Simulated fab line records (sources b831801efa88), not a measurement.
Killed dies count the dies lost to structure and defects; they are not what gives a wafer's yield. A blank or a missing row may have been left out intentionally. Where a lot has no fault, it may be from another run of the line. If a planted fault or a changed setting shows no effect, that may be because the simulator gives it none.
fab line records | flow sky130
[record] lots = 10 wafers = 30 last_day = 50
route steps=708 shown METAL2@485 VIA2@527 CAP2M@605 PAD_OPEN@708
lots with no fault: from the same line, run without faults
start_h: the number of hours between the record's first day and the start of the first shown wafer of the lot | wait_h: hours since the lot's step before | " repeats the value in the row above | L1.1+2: a row that stands for several wafers | - value missing, or start not given | * or withheld: withheld | < > ~ a bound
route shown NAME@n: a module of which the file shows steps, and the number in the route of the first | usual: mean and standard deviation over wafers with no fault | same: alike in all rows | chamber/n: place in a boat | sites: readings site by site | _std_site: standard deviation across them | _edge_site: inner sites' mean taken away from outer sites' mean | radius_mm: how far each site lies from the wafer's centre | mask NAME#n: copy n | behind: the tool/chamber that last shaped the wafer | hold: cause of the lot's hold/its duration in hours/its outcome | device: which transistor (n, p or np) failed to switch | end of line: at the end of the route, the tests of the same wafers | for a step that has no rows: nothing shown but its recipe | killed: dies lost to structure and defects at the first sort, not the wafer's yield | map: dies across one wafer; x = killed, . = not, _ = none there
set.NAME: the setting as run; set.NAME@STEP: as run at that earlier step | model.NAME: the simulator's own value behind a step, which no gauge read
a sample of lots followed through the steps of the route, with each step as a table and each wafer as a row
services: from which hour (start_h, from the record's first day; less than 0 if before it) a tool's chamber was out of use, for how many hours, and why
[[steps]]
[step SKY_METAL2_SPUTTER_02]
[recipe] material = AlCu target_thk_nm = 250 power_w = 10600 time_s = 13.3 chamber_pressure_pa = 0.4
[usual] throttle_valve_pct = 29.6/1.2
// columns lot.wafer tool chamber start_h wait_h throttle_valve_pct
L466.1 pvd_sputter-04 - 806.07 0.0 30.4
L466.3 " - " " 30.2
L466.6 " - " " 30.8
L467.2 pvd_sputter-01 - 816.20 0.0 31.4
L467.3 " - " " 27.8
L467.6 " - " " 30.2
L470.1 pvd_sputter-01 - 829.17 0.0 27.9
L470.5 " - " " 27.8
L470.6 " - " " 29.8
L471.2 pvd_sputter-04 - 840.12 0.0 30.4
L471.3 " - " " 30.4
L471.4 " - " " 30.3
L473.2 pvd_sputter-03 - 852.60 0.0 29.9
L473.4 " - " " 29.2
L473.6 " - " " 29.7
L478.1 pvd_sputter-01 - 885.59 0.0 31.6
L478.4 " - " " 29.8
L478.6 " - " " 28.7
L482.1 pvd_sputter-04 - 913.98 0.0 30.4
L482.2 " - " " 28.4
L482.4 " - " " 30.5
L483.2 pvd_sputter-01 - 919.34 0.0 27.6
L483.4 " - " " 31.4
L483.6 " - " " 27.6
L486.1 pvd_sputter-04 - 942.85 0.0 30.3
L486.2 " - " " 28.4
L486.4 " - " " 30.1
L488.1 pvd_sputter-01 - 956.92 0.0 31.5
L488.3 " - " " 27.7
L488.5 " - " " 28.6
[step SKY_METAL2_THK_MEAS_06]
[recipe] thk_meas_gauge = xrf reads = AlCu_of_METAL2_SPUTTER_02
[usual] METAL2_ALCU_THK = 249/3.6
// columns lot.wafer tool chamber start_h wait_h METAL2_ALCU_THK[nm]
L466.1 film_metro-03 - 806.28 0.1 241
L466.3 " - " " 242
L466.6 " - " " 244
L467.2 film_metro-03 - 816.42 0.1 248
L467.3 " - " " 250
L467.6 " - " " 248
L470.1 film_metro-03 - 829.38 0.1 245
L470.5 " - " " 245
L470.6 " - " " 249
L471.2 film_metro-04 - 840.34 0.1 257
L471.3 " - " " 251
L471.4 " - " " 255
L473.2 film_metro-03 - 852.83 0.1 243
L473.4 " - " " 251
L473.6 " - " " 244
L478.1 film_metro-03 - 885.80 0.1 246
L478.4 " - " " 247
L478.6 " - " " 250
L482.1 film_metro-04 - 914.19 0.1 248
L482.2 " - " " 250
L482.4 " - " " 250
L483.2 film_metro-03 - 919.56 0.1 248
L483.4 " - " " 248
L483.6 " - " " 247
L486.1 film_metro-03 - 943.06 0.1 238
L486.2 " - " " 245
L486.4 " - " " 242
L488.1 film_metro-03 - 957.13 0.1 248
L488.3 " - " " 248
L488.5 " - " " 251
[step SKY_VIA2_SPUTTER_20]
[recipe] material = TiN target_thk_nm = 20 chamber_pressure_pa = 5 power_w = 4000 time_s = 80
[usual] throttle_valve_pct = 29.9/1.2
// columns lot.wafer tool chamber start_h wait_h throttle_valve_pct
L466.1 pvd_sputter-02 - 861.13 0.0 31.3
L466.3 " - " " 30.1
L466.6 " - " " 28.8
L467.2 pvd_sputter-04 - 870.10 0.0 30.5
L467.3 " - " " 30.2
L467.6 " - " " 30.0
L470.1 pvd_sputter-02 - 884.24 0.0 30.0
L470.5 " - " " 30.4
L470.6 " - " " 30.9
L471.2 pvd_sputter-02 - 893.70 0.0 28.7
L471.3 " - " " 30.9
L471.4 " - " " 28.8
L473.2 pvd_sputter-02 - 906.55 0.0 29.0
L473.4 " - " " 31.0
L473.6 " - " " 28.7
L478.1 pvd_sputter-01 - 939.19 0.0 27.7
L478.4 " - " " 29.7
L478.6 " - " " 27.9
L482.1 pvd_sputter-01 - 966.58 0.0 28.6
L482.2 " - " " 29.7
L482.4 " - " " 31.4
L483.2 pvd_sputter-02 - 972.82 0.0 30.1
L483.4 " - " " 30.7
L483.6 " - " " 31.4
L486.1 pvd_sputter-02 - 993.17 0.0 31.3
L486.2 " - " " 30.9
L486.4 " - " " 30.1
L488.1 pvd_sputter-02 - 1007.87 0.0 29.9
L488.3 " - " " 28.5
L488.5 " - " " 31.5
[step SKY_CAP2M_SPUTTER_02]
[recipe] material = TiN target_thk_nm = 200 temp_c = 300 power_w = 6500 time_s = 166.7 chamber_pressure_pa = 0.4
[usual] substrate_temp_c = 299.97/0.2 throttle_valve_pct = 30.0/1
// columns lot.wafer tool chamber start_h wait_h substrate_temp_c throttle_valve_pct
L466.1 pvd_sputter-03 - 943.48 0.1 299.77 29.6
L466.3 " - " " 299.66 29.3
L466.6 " - " " 299.56 29.6
L467.2 pvd_sputter-01 - 951.82 0.0 299.88 27.7
L467.3 " - " " 299.81 31.6
L467.6 " - " " 299.72 27.8
L470.1 pvd_sputter-02 - 965.17 0.1 299.79 28.7
L470.5 " - " " 299.81 31.0
L470.6 " - " " 299.81 30.5
L471.2 pvd_sputter-02 - 973.41 0.0 300.19 31.6
L471.3 " - " " 299.91 28.8
L471.4 " - " " 300.03 30.1
L473.2 pvd_sputter-03 - 986.13 0.0 300.07 29.8
L473.4 " - " " 300.01 29.8
L473.6 " - " " 300.30 29.0
L478.1 pvd_sputter-03 - 1017.30 0.1 299.76 29.7
L478.4 " - " " 299.91 29.0
L478.6 " - " " 299.84 29.6
L482.1 pvd_sputter-02 - 1042.76 0.1 299.93 30.9
L482.2 " - " " 299.85 30.2
L482.4 " - " " 300.22 31.6
L483.2 pvd_sputter-01 - 1047.31 0.0 300.29 31.2
L483.4 " - " " 300.19 30.0
L483.6 " - " " 300.02 31.5
L486.1 pvd_sputter-01 - 1066.77 0.1 299.62 30.2
L486.2 " - " " 299.89 31.4
L486.4 " - " " 300.21 27.7
L488.1 pvd_sputter-02 - 1079.60 0.1 300.36 28.7
L488.3 " - " " 300.02 30.9
L488.5 " - " " 300.10 31.0
[step SKY_CAP2M_RS_MEAS_03]
[recipe] thk_meas_gauge = four-point-probe reads = TiN_of_CAP2M_SPUTTER_02
[usual] CAP2M_TIN_RS = 6.88/0.092
// columns lot.wafer tool chamber start_h wait_h CAP2M_TIN_RS[ohm/sq]
L466.1 film_metro-03 - 943.59 0.1 6.78
L466.3 " - " " 6.79
L466.6 " - " " 6.76
L467.2 film_metro-04 - 951.95 0.1 6.99
L467.3 " - " " 6.86
L467.6 " - " " 7.02
L470.1 film_metro-03 - 965.28 0.1 6.94
L470.5 " - " " 6.87
L470.6 " - " " 7.05
L471.2 film_metro-04 - 973.54 0.1 7.01
L471.3 " - " " 7.02
L471.4 " - " " 7.16
L473.2 film_metro-01 - 986.26 0.1 6.92
L473.4 " - " " 6.87
L473.6 " - " " 6.93
L478.1 film_metro-01 - 1017.41 0.1 7.61
L478.4 " - " " 6.91
L478.6 " - " " 6.82
L482.1 film_metro-03 - 1042.87 0.1 6.79
L482.2 " - " " 6.94
L482.4 " - " " 6.81
L483.2 film_metro-01 - 1047.44 0.1 6.92
L483.4 " - " " 6.95
L483.6 " - " " 6.93
L486.1 film_metro-03 - 1066.88 0.1 7.03
L486.2 " - " " 6.97
L486.4 " - " " 7.06
L488.1 film_metro-01 - 1079.71 0.1 6.84
L488.3 " - " " 6.89
L488.5 " - " " 6.84
[step SKY_CAP2M_THK_MEAS_04]
[recipe] thk_meas_gauge = xrf reads = TiN_of_CAP2M_SPUTTER_02
[usual] CAP2M_TIN_THK = 199.8/2.8
// columns lot.wafer tool chamber start_h wait_h CAP2M_TIN_THK[nm]
L466.1 film_metro-03 - 943.71 0.1 200.8
L466.3 " - " " 199.8
L466.6 " - " " 201.1
L467.2 film_metro-04 - 952.06 0.1 197.4
L467.3 " - " " 202.2
L467.6 " - " " 197.7
L470.1 film_metro-03 - 965.40 0.1 195.3
L470.5 " - " " 198.6
L470.6 " - " " 193.4
L471.2 film_metro-04 - 973.65 0.1 196.8
L471.3 " - " " 196.3
L471.4 " - " " 192.9
L473.2 film_metro-01 - 986.37 0.1 200.8
L473.4 " - " " 201.9
L473.6 " - " " 201.5
L478.1 film_metro-01 - 1017.53 0.1 181.4
L478.4 " - " " 200.7
L478.6 " - " " 203.4
L482.1 film_metro-03 - 1042.99 0.1 201.9
L482.2 " - " " 197.1
L482.4 " - " " 201.4
L483.2 film_metro-01 - 1047.55 0.1 200.5
L483.4 " - " " 200.5
L483.6 " - " " 199.9
L486.1 film_metro-03 - 1067.00 0.1 195.0
L486.2 " - " " 196.3
L486.4 " - " " 194.4
L488.1 film_metro-01 - 1079.83 0.1 200.7
L488.3 " - " " 199.2
L488.5 " - " " 201.2
[step SKY_CAP2M_METAL_ETCH_13]
[recipe] target_depth_nm = 220 stop_on = SiO2 chemistry = Cl2/BCl3 target = TiN pressure_mtorr = 10 icp_w = 900 bias_w = 48.5 Cl2_flow_sccm = 60 bcl3_flow_sccm = 30 time_s = 62.9
[usual] drypump_motor_current_A = 5.8/0.39 oes_product_au = 0.943/0.0089 throttle_valve_pct = 21.901/0.011
// columns lot.wafer tool chamber start_h wait_h drypump_motor_current_A oes_product_au rf_hours_counter_h throttle_valve_pct
L466.1 rie_metal-02 0 968.49 0.0 5.8 0.952 15 21.881
L466.3 " 1 " " 5.7 0.947 - 21.916
L466.6 " 0 " " 5.8 0.956 - 21.883
L467.2 rie_metal-04 0 976.49 0.0 6.5 0.941 5 21.922
L467.3 " 0 " " 6.5 0.945 - 21.909
L467.6 " 1 " " 5.7 0.936 - 21.898
L470.1 rie_metal-04 1 989.05 0.0 5.6 0.930 12 21.904
L470.5 " 1 " " 5.7 0.949 - 21.907
L470.6 " 0 " " 6.5 0.928 - 21.926
L471.2 rie_metal-04 0 997.25 0.0 6.5 0.933 6 21.920
L471.3 " 1 " " 5.7 0.936 - 21.897
L471.4 " 0 " " 6.5 0.915 - 21.901
L473.2 rie_metal-04 1 1010.18 0.0 5.7 0.950 13 21.908
L473.4 " 1 " " 5.7 0.942 - 21.888
L473.6 " 0 " " 6.5 0.938 - 21.894
L478.1 rie_metal-02 0 1040.69 0.0 5.8 0.883 18 21.939
L478.4 " 0 " " 5.8 0.947 - 21.892
L478.6 " 0 " " 5.8 0.947 - 21.900
L482.1 rie_metal-02 1 1065.53 0.0 5.9 0.951 9 21.885
L482.2 " 0 " " 5.8 0.933 20 21.906
L482.4 " 1 " " 5.8 0.954 - 21.900
L483.2 rie_metal-04 1 1069.55 0.0 5.7 0.941 17 21.896
L483.4 " 0 " " 6.5 0.941 - 21.908
L483.6 " 0 " " 6.4 0.942 - 21.901
L486.1 rie_metal-04 0 1087.98 0.0 6.5 0.927 12 21.917
L486.2 " 1 " " 5.7 0.933 18 21.917
L486.4 " 1 " " 5.7 0.921 - 21.919
L488.1 rie_metal-01 1 1100.65 0.0 5.2 0.943 23 21.899
L488.3 " 1 " " 5.2 0.941 - 21.908
L488.5 " 1 " " 5.2 0.941 - 21.896
[step SKY_PAD_OPEN_PROBE_99]
[usual] defect_limited_yield = 82.4/2 killed_at_M0_to_M3 = 43/6.7 killed_at_M4_up = 3.2/2.1 killed_at_contacts = 25/5.9 killed_at_front_end = 16/4.7 killed_at_other = 0.3/0.54 killed_dies = 87/9.8 killed_open = 47/6.7 killed_short = 40/6.5 sort_bin_3_pad_short = 0.9/0.45 sort_bin_5_function = 10.5/1.5 sort_bin_6_memory = 6.2/1.2 sort_n_pass = 405/9.8 sort_yield_pct = 82.4/2
[same] gross_dies = 492 killed_at_back_side = 0 sort_bin_4_leakage[%] = 0 sort_bin_8_speed[%] = 0
// columns lot.wafer tool chamber start_h wait_h defect_limited_yield[%] killed_at_M0_to_M3 killed_at_M4_up killed_at_contacts killed_at_front_end killed_at_other killed_dies killed_open killed_short sort_bin_3_pad_short[%] sort_bin_5_function[%] sort_bin_6_memory[%] sort_n_pass sort_yield_pct[%]
L466.1 prober-02 - 1089.26 0.1 83.9 41 2 19 17 0 79 52 27 0.4 9.6 6.1 413 83.9
L466.3 prober-02 - 1089.36 0.2 83.3 41 5 26 10 0 82 40 42 0.2 11.0 5.5 410 83.3
L466.6 prober-02 - 1089.51 0.2 79.1 55 3 30 15 0 103 56 47 1.2 11.6 8.1 389 79.1
L467.2 prober-01 - 1096.96 0.1 80.7 41 3 27 24 0 95 57 38 0.4 11.0 7.9 397 80.7
L467.3 prober-01 - 1097.01 0.2 79.3 47 3 28 24 0 102 59 43 1.2 12.0 7.5 390 79.3
L467.6 prober-01 - 1097.16 0.2 81.7 52 3 22 13 0 90 42 47 1.4 10.2 6.7 402 81.7
L470.1 prober-02 - 1108.55 0.1 80.7 45 3 31 16 0 95 41 54 0.2 12.8 6.3 397 80.7
L470.5 prober-02 - 1108.75 0.2 83.3 47 2 21 12 0 82 52 30 0.6 9.1 6.9 410 83.3
L470.6 prober-02 - 1108.80 0.2 82.9 37 1 31 14 1 84 50 34 0.8 10.4 5.9 408 82.9
L471.2 prober-01 - 1114.56 0.1 83.5 44 5 22 10 0 81 46 35 0.4 10.6 5.5 411 83.5
L471.3 prober-01 - 1114.61 0.2 81.5 50 9 25 7 0 91 42 49 1.6 10.8 6.1 401 81.5
L471.4 prober-01 - 1114.66 0.2 85.8 37 2 18 12 1 70 38 32 1.0 8.1 5.1 422 85.8
L473.2 prober-01 - 1126.76 0.1 81.5 34 6 36 15 0 91 44 47 0.8 12.4 5.3 401 81.5
L473.4 prober-01 - 1126.86 0.2 84.3 36 4 16 21 0 77 36 39 1.2 8.7 5.7 415 84.3
L473.6 prober-01 - 1126.96 0.2 79.7 42 9 30 19 0 100 56 42 1.4 11.8 7.1 392 79.7
L478.1 prober-02 - 1150.69 0.1 83.3 39 3 26 14 0 82 48 34 0.6 11.4 4.7 410 83.3
L478.4 prober-02 - 1150.85 0.2 82.5 37 3 20 25 1 86 43 43 2.0 10.0 5.5 406 82.5
L478.6 prober-02 - 1150.94 0.2 81.7 42 3 29 15 1 90 45 45 0.8 11.2 6.3 402 81.7
L482.1 prober-02 - 1171.11 0.1 81.9 49 2 21 17 0 89 46 43 1.2 10.8 6.1 403 81.9
L482.2 prober-02 - 1171.16 0.1 82.7 46 2 21 16 0 85 48 37 0.6 11.4 5.3 407 82.7
L482.4 prober-02 - 1171.26 0.2 84.1 43 4 16 14 1 78 42 36 0.4 9.8 5.7 414 84.1
L483.2 prober-01 - 1175.70 0.1 81.9 42 4 29 14 0 89 47 41 1.4 9.3 7.3 403 81.9
L483.4 prober-01 - 1175.80 0.2 80.9 46 1 29 18 0 94 49 45 0.4 13.0 5.7 398 80.9
L483.6 prober-01 - 1175.90 0.2 80.9 48 4 27 15 0 94 53 41 0.6 11.8 6.7 398 80.9
L486.1 prober-02 - 1188.85 0.1 83.5 40 4 22 15 0 81 41 40 1.0 10.8 4.7 411 83.5
L486.2 prober-02 - 1188.90 0.1 81.7 45 3 32 10 0 90 44 46 1.8 10.8 5.7 402 81.7
L486.4 prober-02 - 1189.00 0.2 82.5 45 2 31 8 0 86 46 40 0.8 10.8 5.9 406 82.5
L488.1 prober-02 - 1198.95 0.1 86.0 40 3 10 16 0 69 30 37 0.8 8.7 4.5 423 86.0
L488.3 prober-02 - 1199.05 0.2 82.5 39 2 27 18 0 86 45 40 0.6 10.8 6.1 406 82.5
L488.5 prober-02 - 1199.15 0.2 82.9 42 2 21 19 0 84 43 41 1.0 8.7 7.3 408 82.9
// killed by level:class
L466.1 CONTACT:geometric_particle:open=14 METAL1:geometric_particle:short=9 VIA1:geometric_particle:open=8 POLY_GATE:geometric_particle:open=7 VIA2:geometric_particle:open=7 POLY_GATE:geometric_particle:short=4 VIA3:geometric_particle:open=4 FIELD_ISO:geometric_particle:open=3
L466.3 CONTACT:geometric_particle:open=13 METAL1:geometric_particle:short=8 METAL2:geometric_particle:short=8 LI_CONTACT:geometric_particle:open=6 VIA3:geometric_particle:open=6 POLY_GATE:geometric_particle:short=5 VIA1:geometric_particle:open=5 METAL4:geometric_particle:short=5
L466.6 LI_CONTACT:geometric_particle:open=10 VIA1:geometric_particle:open=10 CONTACT:geometric_particle:short=7 CONTACT:geometric_particle:open=7 VIA2:geometric_particle:open=6 METAL1:geometric_particle:short=6 METAL3:geometric_particle:short=6 VIA3:geometric_particle:open=6
L467.2 LI_CONTACT:geometric_particle:open=11 VIA1:geometric_particle:open=11 POLY_GATE:geometric_particle:open=8 CONTACT:geometric_particle:open=8 VIA3:geometric_particle:open=8 METAL1:geometric_particle:short=6 CONTACT:geometric_particle:short=5 FIELD_ISO:geometric_particle:short=4
L467.3 LI_CONTACT:geometric_particle:open=11 VIA1:geometric_particle:open=11 VIA2:geometric_particle:open=10 VIA3:geometric_particle:open=7 CONTACT:geometric_particle:open=7 FIELD_ISO:geometric_particle:short=6 FIELD_ISO:geometric_particle:open=5 POLY_GATE:geometric_particle:short=5
L467.6 LI_CONTACT:geometric_particle:open=10 METAL1:geometric_particle:short=9 VIA1:geometric_particle:open=8 VIA1:geometric_particle:short=6 VIA3:geometric_particle:open=6 POLY_GATE:geometric_particle:short=4 METAL2:geometric_particle:short=4 METAL3:geometric_particle:short=4
L470.1 VIA1:geometric_particle:open=10 METAL1:geometric_particle:short=10 CONTACT:geometric_particle:open=9 CONTACT:geometric_particle:short=7 METAL2:geometric_particle:short=7 VIA2:geometric_particle:open=7 LI_CONTACT:geometric_particle:short=5 LI_CONTACT:geometric_particle:open=5
L470.5 VIA1:geometric_particle:open=13 METAL1:geometric_particle:short=8 VIA3:geometric_particle:open=8 CONTACT:geometric_particle:open=7 VIA2:geometric_particle:open=7 LI_CONTACT:geometric_particle:open=6 CONTACT:geometric_particle:short=5 FIELD_ISO:geometric_particle:open=4
L470.6 LI_CONTACT:geometric_particle:open=9 CONTACT:geometric_particle:open=9 VIA1:geometric_particle:open=8 LOCAL_INTERCONNECT:geometric_particle:short=6 FIELD_ISO:geometric_particle:open=5 VIA2:geometric_particle:open=5 VIA3:geometric_particle:open=5 CONTACT:geometric_particle:short=4
L471.2 LI_CONTACT:geometric_particle:open=10 VIA1:geometric_particle:short=10 VIA2:geometric_particle:open=9 CONTACT:geometric_particle:open=7 VIA3:geometric_particle:open=6 VIA1:geometric_particle:open=5 METAL4:geometric_particle:short=5 CONTACT:geometric_particle:short=4
L471.3 VIA1:geometric_particle:open=17 METAL1:geometric_particle:short=9 LI_CONTACT:geometric_particle:open=8 CONTACT:geometric_particle:short=7 METAL4:geometric_particle:short=6 VIA1:geometric_particle:short=5 LI_CONTACT:geometric_particle:short=4 VIA2:geometric_particle:open=4
L471.4 LI_CONTACT:geometric_particle:open=7 VIA3:geometric_particle:open=7 VIA2:geometric_particle:open=7 VIA1:geometric_particle:short=6 METAL1:geometric_particle:short=5 CONTACT:geometric_particle:open=5 VIA1:geometric_particle:open=4 FIELD_ISO:geometric_particle:open=3
L473.2 CONTACT:geometric_particle:open=10 CONTACT:geometric_particle:short=9 LOCAL_INTERCONNECT:geometric_particle:short=8 VIA1:geometric_particle:open=8 VIA1:geometric_particle:short=8 LI_CONTACT:geometric_particle:open=7 VIA3:geometric_particle:open=7 POLY_GATE:geometric_particle:open=5
L473.4 METAL1:geometric_particle:short=9 VIA1:geometric_particle:open=6 VIA2:geometric_particle:open=6 POLY_GATE:geometric_particle:short=5 LOCAL_INTERCONNECT:geometric_particle:short=5 METAL3:geometric_particle:short=5 VIA3:geometric_particle:open=5 FIELD_ISO:geometric_particle:open=4
L473.6 VIA1:geometric_particle:open=13 CONTACT:geometric_particle:open=9 LI_CONTACT:geometric_particle:open=8 METAL4:geometric_particle:short=7 CONTACT:geometric_particle:short=6 VIA2:geometric_particle:open=5 VIA3:geometric_particle:open=5 FIELD_ISO:geometric_particle:open=4
L478.1 VIA3:geometric_particle:open=9 CONTACT:geometric_particle:open=9 VIA1:geometric_particle:open=8 FIELD_ISO:geometric_particle:open=6 VIA2:geometric_particle:open=6 LI_CONTACT:geometric_particle:open=5 CONTACT:geometric_particle:short=4 LI_CONTACT:geometric_particle:short=4
L478.4 FIELD_ISO:geometric_particle:short=7 CONTACT:geometric_particle:open=7 METAL1:geometric_particle:short=7 FIELD_ISO:geometric_particle:open=6 CONTACT:geometric_particle:short=6 POLY_GATE:geometric_particle:short=5 METAL1:geometric_particle:open=5 VIA1:geometric_particle:open=5
L478.6 CONTACT:geometric_particle:open=10 VIA1:geometric_particle:open=8 CONTACT:geometric_particle:short=8 FIELD_ISO:geometric_particle:open=7 VIA2:geometric_particle:open=7 LI_CONTACT:geometric_particle:open=6 METAL1:geometric_particle:short=6 VIA1:geometric_particle:short=5
L482.1 VIA1:geometric_particle:open=16 FIELD_ISO:geometric_particle:short=8 LI_CONTACT:geometric_particle:open=8 CONTACT:geometric_particle:short=8 METAL2:geometric_particle:short=8 METAL1:geometric_particle:short=5 VIA2:geometric_particle:open=5 VIA2:geometric_particle:short=4
L482.2 VIA3:geometric_particle:open=8 METAL1:geometric_particle:short=7 POLY_GATE:geometric_particle:open=7 CONTACT:geometric_particle:open=7 VIA1:geometric_particle:open=7 VIA1:geometric_particle:short=6 LOCAL_INTERCONNECT:geometric_particle:short=5 CONTACT:geometric_particle:short=5
L482.4 VIA2:geometric_particle:open=10 CONTACT:geometric_particle:open=10 METAL2:geometric_particle:short=8 FIELD_ISO:geometric_particle:open=5 VIA1:geometric_particle:open=5 METAL1:geometric_particle:short=5 VIA3:geometric_particle:open=5 SONOS_ONO:geometric_particle:short=3
L483.2 CONTACT:geometric_particle:open=14 VIA1:geometric_particle:open=10 METAL2:geometric_particle:short=7 LI_CONTACT:geometric_particle:short=6 LI_CONTACT:geometric_particle:open=6 VIA1:geometric_particle:short=6 VIA3:geometric_particle:open=5 FIELD_ISO:geometric_particle:short=4
L483.4 LI_CONTACT:geometric_particle:open=14 METAL3:geometric_particle:short=8 CONTACT:geometric_particle:open=6 METAL1:geometric_particle:short=6 VIA1:geometric_particle:open=6 VIA3:geometric_particle:open=6 FIELD_ISO:geometric_particle:open=5 FIELD_ISO:geometric_particle:short=5
L483.6 VIA1:geometric_particle:open=17 CONTACT:geometric_particle:open=12 POLY_GATE:geometric_particle:short=6 LI_CONTACT:geometric_particle:open=6 POLY_GATE:geometric_particle:open=5 LOCAL_INTERCONNECT:geometric_particle:short=5 METAL1:geometric_particle:short=5 VIA3:geometric_particle:open=5
L486.1 VIA1:geometric_particle:open=11 LI_CONTACT:geometric_particle:open=6 VIA1:geometric_particle:short=6 VIA2:geometric_particle:open=6 CONTACT:geometric_particle:short=6 CONTACT:geometric_particle:open=6 FIELD_ISO:geometric_particle:open=5 FIELD_ISO:geometric_particle:short=5
L486.2 CONTACT:geometric_particle:open=10 LI_CONTACT:geometric_particle:open=9 VIA1:geometric_particle:open=9 METAL1:geometric_particle:short=7 CONTACT:geometric_particle:short=7 VIA3:geometric_particle:open=6 METAL2:geometric_particle:short=5 VIA2:geometric_particle:open=5
L486.4 VIA1:geometric_particle:open=12 CONTACT:geometric_particle:open=8 LI_CONTACT:geometric_particle:short=6 VIA2:geometric_particle:open=6 VIA3:geometric_particle:open=6 LI_CONTACT:geometric_particle:open=5 LOCAL_INTERCONNECT:geometric_particle:short=5 CONTACT:geometric_particle:short=5
L488.1 METAL1:geometric_particle:short=8 VIA3:geometric_particle:open=6 METAL2:geometric_particle:short=5 VIA2:geometric_particle:open=5 VIA2:geometric_particle:short=4 POLY_GATE:geometric_particle:short=4 FIELD_ISO:geometric_particle:open=3 POLY_GATE:geometric_particle:open=3
L488.3 LI_CONTACT:geometric_particle:open=9 VIA1:geometric_particle:open=8 LOCAL_INTERCONNECT:geometric_particle:short=6 VIA2:geometric_particle:open=6 VIA3:geometric_particle:open=6 FIELD_ISO:geometric_particle:short=5 CONTACT:geometric_particle:short=5 CONTACT:geometric_particle:open=5
L488.5 VIA2:geometric_particle:open=12 FIELD_ISO:geometric_particle:open=7 CONTACT:geometric_particle:short=7 VIA1:geometric_particle:open=7 FIELD_ISO:geometric_particle:short=6 LI_CONTACT:geometric_particle:open=6 CONTACT:geometric_particle:open=5 VIA1:geometric_particle:short=5
[[services]]
// columns tool chamber start_h hours kind
rie_metal-02 - 815.71 0.5 repair
rie_metal-01 - 827.99 2.8 pm
pvd_sputter-03 - 835.46 3.0 repair
rie_metal-01 - 844.73 1.6 repair
pvd_sputter-03 - 855.34 1.8 repair
rie_metal-04 0 863.66 - clean
rie_metal-04 0 863.66 17.2 scheduled_down
rie_metal-04 0 863.66 17.2 vent_cycle
rie_metal-02 1 868.60 - clean
rie_metal-02 1 868.60 17.7 scheduled_down
rie_metal-02 1 868.60 17.7 vent_cycle
pvd_sputter-01 - 890.16 9.0 repair
rie_metal-04 1 896.84 24.1 repair
rie_metal-04 - 937.36 1.5 repair
rie_metal-04 1 949.25 5.2 repair
pvd_sputter-04 - 950.52 1.9 repair
rie_metal-04 - 966.36 0.9 repair
pvd_sputter-04 - 993.66 4.9 repair
pvd_sputter-03 - 1019.12 0.8 repair
rie_metal-04 - 1040.55 1.4 pm
rie_metal-04 - 1056.39 3.9 repair
pvd_sputter-01 - 1058.37 2.1 repair
[[key]]
[first_sign] step = SKY_CAP2M_RS_MEAS_03 reading = CAP2M_TIN_RS direction = up sigmas = 7.8 usual = 6.88 struck = 7.61
[effect] step = SKY_CAP2M_THK_MEAS_04 reading = CAP2M_TIN_THK direction = down sigmas = 6.5 usual = 199.8 struck = 181.4
[effect] step = SKY_CAP2M_METAL_ETCH_13 reading = oes_product_au direction = down sigmas = 6.7 usual = 0.943 struck = 0.883
met_at SKY_CAP2M_SPUTTER_02
struck_lots L478
struck_wafers L478.1
not_acting_at SKY_METAL2_SPUTTER_02,SKY_METAL2_THK_MEAS_06,SKY_VIA2_SPUTTER_20
onset_between 986.13 1017.30
[fault] kind = process_parameter_drift tool = pvd_sputter-03 chamber = - onset_h = 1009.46 steps = SKY_CAP2M_SPUTTER_02 channel = time_s offset = * shape = step end_h = 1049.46 scope = struck_wafers_only acts_in = * stated = *
